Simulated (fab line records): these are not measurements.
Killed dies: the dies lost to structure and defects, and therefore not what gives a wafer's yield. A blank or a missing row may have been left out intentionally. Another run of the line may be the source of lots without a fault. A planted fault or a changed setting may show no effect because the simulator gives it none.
A lot that was struck, set against a sound lot + flow sky130 + 14 steps out of a route of 708
Sound: these wafers, L900.2, L900.4, L900.5. Wafers struck: L891.1, L891.5, L891.6. Last of all comes the cause.
Order at every step that has rows: each side's tool, ch and its chambers, its first start. Under that, the readings that differ: sound wafers + struck wafers + difference of the means + sigmas: that difference in standard deviations of wafers without a fault.
alike: words and numbers the same on both sides, and readings whose means are apart by under 2 such deviations; not compared: readings that were withheld, readings missing a value for some wafer, numbers with overlapping values and no deviation given by the record, and bounds like >300 which may hide the same value.
Wherever a step has rows on one side only, a row that says differs or no value, or a row with sigmas, the two part there. Numbers that don't overlap but have no deviation are shown without sigmas and don't part them. Lack of a reading on every wafer of one side parts them only where that side has two or more wafers.

SKY_NWELL_OVL_MEAS_10:
  sound on overlay-02 at day 8 14:04; struck on overlay-02 at day 6 04:03
  alike: NWELL_00_OVL
then, 3 steps without rows for these wafers: SKY_NWELL_IMPLANT_11; SKY_NWELL_IMPLANT_12; SKY_NWELL_IMPLANT_13.
SKY_NWELL_STRIP_14: strips in O2/N2.
  sound on plasmaAsher-02 ch 1, day 8 14:32; struck on plasmaAsher-01 ch 0,1, day 6 04:32
| reading                  | sound       | struck      | difference | sigmas |
|--------------------------|-------------|-------------|------------|--------|
| drypumpMotorCurrentA (A) | 4.7 4.7 4.7 | 6.2 5.4 6.2 | +1.2       | +2     |
  alike: chamberPressureMTorr, oesProductAu, stripTimeToEndpointS
  not compared: rfHoursCounterH
SKY_NWELL_TW_MEAS_15:
  sound on filmMetro-03 at day 8 14:41; struck on filmMetro-04 at day 6 04:38
  alike: NWELL_TW
then, 6 steps without rows for these wafers: SKY_NWELL_DEHYDRATE_16 (time 60 s); SKY_NWELL_HMDS_17 (prime time 60 s); SKY_NWELL_COAT_18 (resist thk 3000 nm); SKY_NWELL_SOFTBAKE_19; SKY_NWELL_EXPOSE_20 (exposes mask NWM COMPLEMENT, target cd 840 nm); SKY_NWELL_PEB_21.
SKY_NWELL_DEVELOP_22: develop time 60 s.
  sound on lithoTrack-02 ch 0, day 9 13:00; struck on lithoTrack-04, day 6 22:00
  no value came back on the struck wafers for chillPlateTempC (C), developTimeS (s), exhaustPa (Pa); on the sound wafers chillPlateTempC (C) reads 23.05 23.18 23.01
SKY_NWELL_OVL_MEAS_23:
  sound on overlay-02 at day 9 14:04; struck on overlay-02 at day 6 22:59
| reading           | sound        | struck | difference                    | sigmas |
|-------------------|--------------|--------|-------------------------------|--------|
| NWELL_01_OVL (nm) | 0.4 -0.8 0.2 | - - -  | no value on the struck wafers |        |

== WHERE THEY PART ==
First at SKY_NWELL_STRIP_14; last, within this record, at SKY_NWELL_OVL_MEAS_23.

WHY: the cause the simulator had injected
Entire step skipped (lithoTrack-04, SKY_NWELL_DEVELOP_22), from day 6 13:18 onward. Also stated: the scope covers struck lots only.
